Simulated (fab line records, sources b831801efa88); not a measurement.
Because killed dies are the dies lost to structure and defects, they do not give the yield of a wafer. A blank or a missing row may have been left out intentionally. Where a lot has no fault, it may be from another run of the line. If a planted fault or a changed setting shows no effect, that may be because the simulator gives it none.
fab line records	flow sky130
[record] lots = 7	wafers = 21	last-day = 50
route steps=708 shown POLY_GATE@231 LDD_N@237
lots untouched by any fault: they come from a run of this same line in which no faults occurred
start-h: hours from the record's opening day to when the first of the lot's shown wafers began	wait-h: hours since the lot's step before	" as in the row above	L1.1+2: a single row standing in for several wafers	- either no value or no given start	* or withheld: withheld	< > ~ a bound
route shown NAME@n: names a module that has steps shown in the file, with the first one's number in the route	usual: mean and standard deviation over wafers with no fault	same: alike in all rows	chamber/n: place in a boat	sites: the reading at each site	_std_site: how widely they spread, as a standard deviation	_edge_site: the outer-site mean with the inner-site mean subtracted	radius-mm: for every site, how far away it sits from the centre of the wafer	mask NAME#n: copy n	behind: the most recent tool/chamber to have shaped the wafer	hold: why the lot was held/for how many hours/how that ended	device: which transistor (n, p or np) failed to switch	end of line: tests of these same wafers at the route's end	where a step has no rows: the recipe by itself	killed: at the first sort, the dies lost to defects and structure; wafer yield is something else	map: dies across one wafer; x = killed, . = not, _ = none there
set.NAME: the setting that was run; set.NAME@STEP: the one run at that earlier step	model.NAME: the simulator's own value behind a step, which no gauge read
lots at some steps of the route; a table a step, a row a wafer
services: from which hour (start-h, from the record's first day; less than 0 if before it) a tool's chamber was out of use, for how many hours, and why
[[steps]]
[step SKY_POLY_GATE_ETCH_17]
[recipe] target-depth-nm = 180	stop-on = SiO2	over-etch-frac = 0.56667	chemistry = HBr/Cl2	target = poly-Si	icp-w = 400	bias-w = 100	pressure-mtorr = 10	HBr_flow_sccm = 150	Cl2_flow_sccm = 50	time-s = 70.5
[usual] drypump-motor-current-A = 5.6/0.47	oes-product-au = 0.983/0.0071	throttle-valve-pct = 33.684/0.0088
lot.wafer	tool	chamber	start-h	wait-h	drypump-motor-current-A	oes-product-au	rf-hours-counter-h	throttle-valve-pct
L690.3	rie-si-02	1	434.38	0.0	5.4	0.989	1	33.689
L690.4	"	0	"	"	4.8	0.977	3	33.665
L690.6	"	1	"	"	5.4	0.989	-	33.687
L695.1	rie-si-02	2	495.18	0.0	5.9	0.985	2	33.676
L695.3	"	3	"	"	6.1	0.980	21	33.693
L695.5	"	2	"	"	6.0	0.984	-	33.683
L696.1	rie-si-02	3	495.53	0.0	6.1	0.986	21	33.698
L696.4	"	3	"	"	6.0	0.984	-	33.692
L696.5	"	0	"	"	4.8	0.983	-	33.681
L697.2	rie-si-02	3	505.73	0.0	6.0	0.981	21	33.686
L697.3	"	1	"	"	5.4	0.992	1	33.663
L697.5	"	1	"	"	5.4	0.977	-	33.671
L698.1	rie-si-01	2	512.92	0.0	5.2	0.990	1	33.674
L698.2	"	1	"	"	5.8	0.981	1	33.689
L698.4	"	3	"	"	6.3	0.982	5	33.679
L702.3	rie-si-01	2	548.17	0.0	5.2	0.982	1	33.670
L702.4	"	0	"	"	5.5	0.984	1	33.670
L702.5	"	0	"	"	5.5	0.987	-	33.700
L705.1	rie-si-02	1	566.68	0.0	5.4	0.990	1	33.671
L705.5	"	0	"	"	4.8	0.991	-	33.686
L705.6	"	3	"	"	6.0	0.989	-	33.668
[step SKY_POLY_GATE_STRIP_18]
[recipe] chemistry = O2/N2	power-w = 1400	pressure-mtorr = 1500	platen-temp-c = withheld	o2-flow-sccm = 3000	n2-flow-sccm = 300	overash-fraction = 0.5
[usual] drypump-motor-current-A = 5.8/0.48	oes-product-au = 0.360/0.0047	strip-time-to-endpoint-s = 3.16/0.058
lot.wafer	tool	chamber	start-h	wait-h	drypump-motor-current-A	oes-product-au	rf-hours-counter-h	strip-time-to-endpoint-s
L690.3	plasma-asher-03	1	434.47	0.1	6.3	0.357	-	3.09
L690.4	"	0	"	"	6.2	0.370	-	3.23
L690.6	"	0	"	"	6.2	0.357	-	3.19
L695.1	plasma-asher-04	1	495.24	0.0	4.9	0.367	6	3.25
L695.3	"	0	"	"	5.6	0.364	-	3.17
L695.5	"	0	"	"	5.6	0.363	-	3.23
L696.1	plasma-asher-02	0	495.59	0.0	5.8	0.358	76	3.17
L696.4	"	0	"	"	5.8	0.364	-	3.14
L696.5	"	1	"	"	6.1	0.357	-	3.13
L697.2	plasma-asher-02	1	505.79	0.0	6.0	0.355	77	3.23
L697.3	"	1	"	"	6.0	0.360	-	3.17
L697.5	"	0	"	"	5.8	0.357	-	3.09
L698.1	plasma-asher-03	1	512.98	0.0	6.2	0.352	39	3.18
L698.2	"	0	"	"	6.2	0.362	39	3.21
L698.4	"	1	"	"	6.2	0.361	-	3.14
L702.3	plasma-asher-04	0	548.26	0.1	5.6	0.363	-	3.14
L702.4	"	1	"	"	4.9	0.355	-	3.05
L702.5	"	0	"	"	5.6	0.361	-	3.09
L705.1	plasma-asher-03	1	566.74	0.0	6.2	0.368	45	3.24
L705.5	"	0	"	"	6.2	0.368	-	3.22
L705.6	"	1	"	"	6.2	0.355	-	3.09
[step SKY_POLY_GATE_CLEAN_19]
[recipe] chemistry = SC1/SC2	mix = 1:4:20	temp-c = 70	time-s = 150	dry = n2-spin
[step SKY_POLY_GATE_OXIDATION_20]
[recipe] temp-c = 850	ambient = O2	stabilise-s = 600	purge-s = 300	target-thk-a = 40	ox-time-s = 899
[step SKY_POLY_GATE_THK_MEAS_21]
[recipe] reads = SiO2_of_POLY_GATE_OXIDATION_20
[usual] POLY_GATE_OXIDATION_THK = 3.96/0.084
lot.wafer	tool	chamber	start-h	wait-h	POLY_GATE_OXIDATION_THK[nm]
L690.3	film-metro-02	-	435.98	0.0	3.88
L690.4	"	-	"	"	3.96
L690.6	"	-	"	"	4.00
L695.1	film-metro-02	-	496.64	0.0	3.93
L695.3	"	-	"	"	3.92
L695.5	"	-	"	"	3.87
L696.1	film-metro-02	-	497.00	0.0	3.85
L696.4	"	-	"	"	3.87
L696.5	"	-	"	"	3.84
L697.2	film-metro-01	-	507.20	0.0	4.11
L697.3	"	-	"	"	4.05
L697.5	"	-	"	"	4.07
L698.1	film-metro-04	-	514.38	0.0	3.93
L698.2	"	-	"	"	4.09
L698.4	"	-	"	"	4.04
L702.3	film-metro-02	-	550.41	0.0	3.91
L702.4	"	-	"	"	3.90
L702.5	"	-	"	"	3.90
L705.1	film-metro-04	-	568.14	0.0	4.02
L705.5	"	-	"	"	4.10
L705.6	"	-	"	"	4.08
[step SKY_POLY_GATE_CD_MEAS_22]
[usual] cd-nm = 150/3.1
lot.wafer	tool	chamber	start-h	wait-h	cd-nm
L690.3	cd-sem-01	-	436.08	0.1	149
L690.4	"	-	"	"	152
L690.6	"	-	"	"	145
L695.1	cd-sem-02	-	496.70	0.1	151
L695.3	"	-	"	"	152
L695.5	"	-	"	"	147
L696.1	cd-sem-02	-	497.06	0.1	148
L696.4	"	-	"	"	149
L696.5	"	-	"	"	155
L697.2	cd-sem-01	-	507.28	0.1	153
L697.3	"	-	"	"	149
L697.5	"	-	"	"	151
L698.1	cd-sem-01	-	514.44	0.1	149
L698.2	"	-	"	"	145
L698.4	"	-	"	"	146
L702.3	cd-sem-01	-	550.51	0.1	150
L702.4	"	-	"	"	150
L702.5	"	-	"	"	148
L705.1	cd-sem-01	-	568.20	0.1	151
L705.5	"	-	"	"	152
L705.6	"	-	"	"	149
[step SKY_LDD_N_DEHYDRATE_00]
[recipe] temp-c = 200	time-s = 60
[step SKY_LDD_N_HMDS_01]
[recipe] prime-time-s = 60	prime-temp-c = 120
[step SKY_LDD_N_COAT_02]
[recipe] resist = NOVOLAK	spin-rpm = 3000	resist-thk-nm = 300
[step SKY_LDD_N_SOFTBAKE_03]
[recipe] temp-c = 90	time-s = 60	resist = NOVOLAK
[step SKY_LDD_N_EXPOSE_04]
[recipe] mask-id = NTM	target-cd-nm = 840	na = 0.6	source-shape = conventional	sigma-outer = 0.6	dose-mj = 110
[step SKY_LDD_N_PEB_05]
[recipe] temp-c = withheld	time-s = *	resist = NOVOLAK
[step SKY_LDD_N_DEVELOP_06]
[recipe] develop-time-s = 60	dev-temp-c = 23
[usual] chill-plate-temp-C = 22.99/0.093	develop-time-s = 60/0	developer-temp-C = 23.00/0.11
lot.wafer	tool	chamber	start-h	wait-h	chill-plate-temp-C	develop-time-s	developer-temp-C
L690.3	litho-track-02	0	467.08	0.1	23.08	60	22.97
L690.4	"	0	"	"	23.04	60	23.04
L690.6	"	0	"	"	22.98	60	22.91
L695.1	litho-track-02	0	526.98	0.1	23.09	60	22.98
L695.3	"	0	"	"	23.07	60	23.09
L695.5	"	0	"	"	23.03	60	23.05
L696.1	litho-track-01	-	527.13	0.1	-	-	-
L696.4	"	-	"	"	-	-	-
L696.5	"	-	"	"	-	-	-
L697.2	litho-track-01	-	536.80	0.1	-	-	-
L697.3	"	-	"	"	-	-	-
L697.5	"	-	"	"	-	-	-
L698.1	litho-track-04	-	544.54	0.1	-	-	-
L698.2	"	-	"	"	-	-	-
L698.4	"	-	"	"	-	-	-
L702.3	litho-track-02	0	580.13	0.1	22.88	60	22.89
L702.4	"	0	"	"	23.07	60	22.80
L702.5	"	0	"	"	23.15	60	23.01
L705.1	litho-track-01	0	596.98	0.1	23.01	60	23.17
L705.5	"	0	"	"	22.99	60	23.08
L705.6	"	0	"	"	22.96	60	23.06
[step SKY_LDD_N_OVL_MEAS_07]
[usual] LDD_N_OVL = 0.7/1.1
lot.wafer	tool	chamber	start-h	wait-h	LDD_N_OVL[nm]
L690.3	overlay-02	-	467.20	0.1	2.6
L690.4	"	-	"	"	0.5
L690.6	"	-	"	"	1.4
L695.1	overlay-01	-	527.13	0.1	0.4
L695.3	"	-	"	"	-0.1
L695.5	"	-	"	"	-1.3
L696.1	overlay-02	-	527.28	0.1	-
L696.4	"	-	"	"	-
L696.5	"	-	"	"	-
L697.2	overlay-01	-	536.94	0.1	-
L697.3	"	-	"	"	-
L697.5	"	-	"	"	-
L698.1	overlay-02	-	544.69	0.1	-
L698.2	"	-	"	"	-
L698.4	"	-	"	"	-
L702.3	overlay-02	-	580.25	0.1	1.7
L702.4	"	-	"	"	2.0
L702.5	"	-	"	"	2.0
L705.1	overlay-02	-	597.13	0.1	-0.2
L705.5	"	-	"	"	-0.4
L705.6	"	-	"	"	-0.5
[[services]]
tool	chamber	start-h	hours	kind
rie-si-02	0	410.51	1.6	repair
plasma-asher-04	-	421.25	9.0	pm
plasma-asher-04	0	421.25	9.0	vent-cycle
plasma-asher-04	1	421.25	9.0	vent-cycle
plasma-asher-04	-	423.40	4.6	repair
plasma-asher-03	-	424.96	4.3	pm
plasma-asher-04	0	430.25	-	clean
plasma-asher-04	1	430.25	-	clean
plasma-asher-04	-	462.35	2.8	pm
plasma-asher-03	-	474.88	5.8	pm
rie-si-02	1	478.83	25.0	repair
rie-si-01	-	491.61	14.6	pm
plasma-asher-04	-	519.57	1.4	repair
plasma-asher-02	-	532.78	2.8	pm
plasma-asher-02	-	541.63	0.8	repair
plasma-asher-02	-	547.93	28.2	repair
rie-si-01	3	588.74	5.0	repair
plasma-asher-04	-	595.59	1.7	repair
[[key]]
[first-sign] step = SKY_LDD_N_DEVELOP_06	reading = tool-record	direction = missing
effect none on later readings
met-at SKY_LDD_N_DEVELOP_06
struck-wafers L696.1,L696.4,L696.5,L697.2,L697.3,L697.5,L698.1,L698.2,L698.4
sort-left-out L696.1,L696.4,L696.5,L697.2,L697.3,L697.5,L698.1,L698.2,L698.4
tester-left-out L696,L697,L698
[fault] kind = skipped-step-whole	tool = litho-track-01,litho-track-04	chamber = -	onset-h = 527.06	steps = SKY_LDD_N_DEVELOP_06	scope = struck-lots-only
// tester-left-out: of these lots the tester's yield and bins aren't shown, on N5 and GAA mostly nor the transistor test; their killed dies are dies lost to structure and defects alone, not to doping, threshold or leakage, so they don't give the yield
// sort-left-out: the simulated sort isn't trusted on such a fault, so these wafers' sort isn't shown, and their yield isn't known
